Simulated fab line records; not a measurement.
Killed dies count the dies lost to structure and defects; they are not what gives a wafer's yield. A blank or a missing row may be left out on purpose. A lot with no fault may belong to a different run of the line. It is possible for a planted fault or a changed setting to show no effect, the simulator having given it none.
Problem report, 8D (eight disciplines) form, completed by code :: flow sky130 :: the parts of the form that need people (team, actions taken, sign-off) are left out

== 1. THE ISSUE ==
strip-time-to-endpoint-s at SKY_METAL1_STRIP_20 reads a mean of 3.18 s on 5 wafers of 3 lots; wafers without a fault read 2.72 s with a standard deviation of 0.076. Relative to the usual mean, that is a shift of +6.1 standard deviations.
The step: strips in O2/N2.
The first sign was on wafer L917.2 at day 34 23:58, on plasma-asher-02. The record has a number at this step for 43 wafers belonging to 15 lots. By rule, "out" or "out of limits" means more than 4 standard deviations away from the usual mean. All remaining wafers that have a number are taken as sound.

== 2. WHAT IT IS, WHAT IT ISN'T ==
question: which readings at this step
is: strip-time-to-endpoint-s
is not: drypump-motor-current-A

question: which lots
is: L917, L918, L919
is not: L910, L911, L920, L922, L925, L927, L928, L929, L930, L931, L932, L933

question: which wafers of those lots
is: L917.2, L918.2, L918.5, L919.2, L919.5
is not: L917.6, L919.4

question: read on which tools
is: plasma-asher-01, plasma-asher-02
is not: plasma-asher-04

question: when
is: from day 34 23:58
is not: up to then (7 sound wafers); but 31 sound wafers of L919, L920, L922, L925, L927, L928, L929, L930, L931, L932, L933 came after

== 3. WHAT RULES OUT EACH SUSPECT ==
Counting: a tool at a process step up to the reading stays a suspect if it ran every lot that is out. Sound lots after the first of them don't rule it out here, since some wafers of a struck lot are sound.
- rie-metal-01 at SKY_METAL1_METAL_ETCH_19 (etches the open film in Cl2/BCl3, stops on SiO2, target depth 360 nm, time 78 s): kept. It processed each lot that is out (first: L917, day 34 23:53); up to then, its last sound lot is L911 (day 33 12:43).
Remaining after the count: rie-metal-01 at SKY_METAL1_METAL_ETCH_19.

== 4. THE CAUSE (what the simulator had put in) ==
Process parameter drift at SKY_METAL1_METAL_ETCH_19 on rie-metal-01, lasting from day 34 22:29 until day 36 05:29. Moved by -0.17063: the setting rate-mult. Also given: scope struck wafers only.
Only this tool survived the counting.

== 5. THE CHAIN OF EFFECTS, in route order ==
Each row: a reading whose mean over the struck wafers that have a number lies more than 3 standard deviations from the usual. Only readings whose record carries a usual standard deviation are examined. hours: median over the lots of the time between each lot's start at the first step of this table that gives one and its start at this step. sigmas: the change, counted in usual standard deviations.
hours: 0
step: SKY_METAL1_STRIP_20
reading: strip-time-to-endpoint-s
usual: 2.72 s
on struck wafers: 3.18
change: +0.46
sigmas: +6.1
It contains these process steps:
- SKY_METAL1_STRIP_20: strips in O2/N2.
Later steps that measure or inspect, where all struck wafers having a row at the step show a number for every such reading and not one has moved that far: SKY_PASSIVATION_THK_MEAS_01.

== 6. HOW IT WOULD HAVE BEEN CAUGHT EARLIER ==
In this record the first reading out of limits was taken at day 34 23:58, 1 hour after the fault began at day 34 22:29.
Tool readings at SKY_METAL1_METAL_ETCH_19 with a usual standard deviation given in the record: none out on any struck wafer, hence no alarm at a limit of 4 standard deviations on them.
Lots out: 3; of these, L918, L919 started SKY_METAL1_METAL_ETCH_19 on rie-metal-01 after day 34 23:58. A hold on the tool at that time would have spared those 2.
